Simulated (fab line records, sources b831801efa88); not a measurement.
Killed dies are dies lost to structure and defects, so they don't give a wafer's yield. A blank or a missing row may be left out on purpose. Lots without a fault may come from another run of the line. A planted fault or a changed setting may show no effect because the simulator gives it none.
Which tool did it? | flow sky130 | 6 lots, 18 wafers sampled, at 3 steps of a route of 708

WHAT THE GAUGES READ, wafer by wafer
SKY_VIA4_THK_MEAS_01.
lot  | measured     | on            | VIA4_HDPCVD_THK (nm)
L460 | day 43 05:34 | film_metro-03 | 1754 1759 1749
L462 | day 43 19:25 | film_metro-01 | 1751 1734 1724
L465 | day 44 12:44 | film_metro-03 | 1771 1759 1738
L474 | day 46 14:53 | film_metro-02 | 1729 1757 1716
L478 | day 47 10:43 | film_metro-01 | 1754 1731 1739
L479 | day 47 19:42 | film_metro-01 | 1744 1774 1758

WHICH TOOL RAN EACH LOT (tool, then ch and the chambers of the sampled wafers, then the start)
lot  | SKY_VIA1_ETCH_15                   | SKY_VIA3_CVD_21
L460 | rie_diel-01 ch 0,1, day 35 13:14   | cvd_w-01 ch 0,1, day 41 03:10
L462 | rie_diel-04 ch 0,1, day 36 07:34   | cvd_w-02 ch 0,1, day 41 18:37
L465 | rie_diel-03 ch 0,3, day 37 02:29   | cvd_w-02 ch 0,1, day 42 12:04
L474 | rie_diel-01 ch 0,1,3, day 39 14:17 | cvd_w-01 ch 1, day 44 18:40
L478 | rie_diel-01 ch 1,3, day 40 13:16   | cvd_w-02 ch 0, day 45 15:01
L479 | rie_diel-04 ch 2,3, day 41 00:56   | cvd_w-01 ch 0,1, day 46 00:19
- SKY_VIA1_ETCH_15: etches SiO2 in C4F8/O2/Ar, stops on TiN, target depth 351 nm, time 54 s.
- SKY_VIA3_CVD_21: deposits W, target thk 390 nm, time 117.31 s.

THE ANSWER, worked out from the rows above alone
Rule: what is usual is taken from the lots themselves. Put in order of their means at a reading, lots are off if they are a third of the lots or fewer, leave a main group of 4 or more, and stand apart from it by a gap of 3 or more times the standard deviation of the main group's means; of several such gaps the widest counts. A main group whose means are all the same, to the digits that the tables above print for the reading, isn't used. A lot without any number at a reading at which 4 lots or more have one is off too. The other lots that the step has rows for count as sound.
No lot is off at any reading shown: from this, nothing can be told.

WHAT THE SIMULATOR HAD PUT IN
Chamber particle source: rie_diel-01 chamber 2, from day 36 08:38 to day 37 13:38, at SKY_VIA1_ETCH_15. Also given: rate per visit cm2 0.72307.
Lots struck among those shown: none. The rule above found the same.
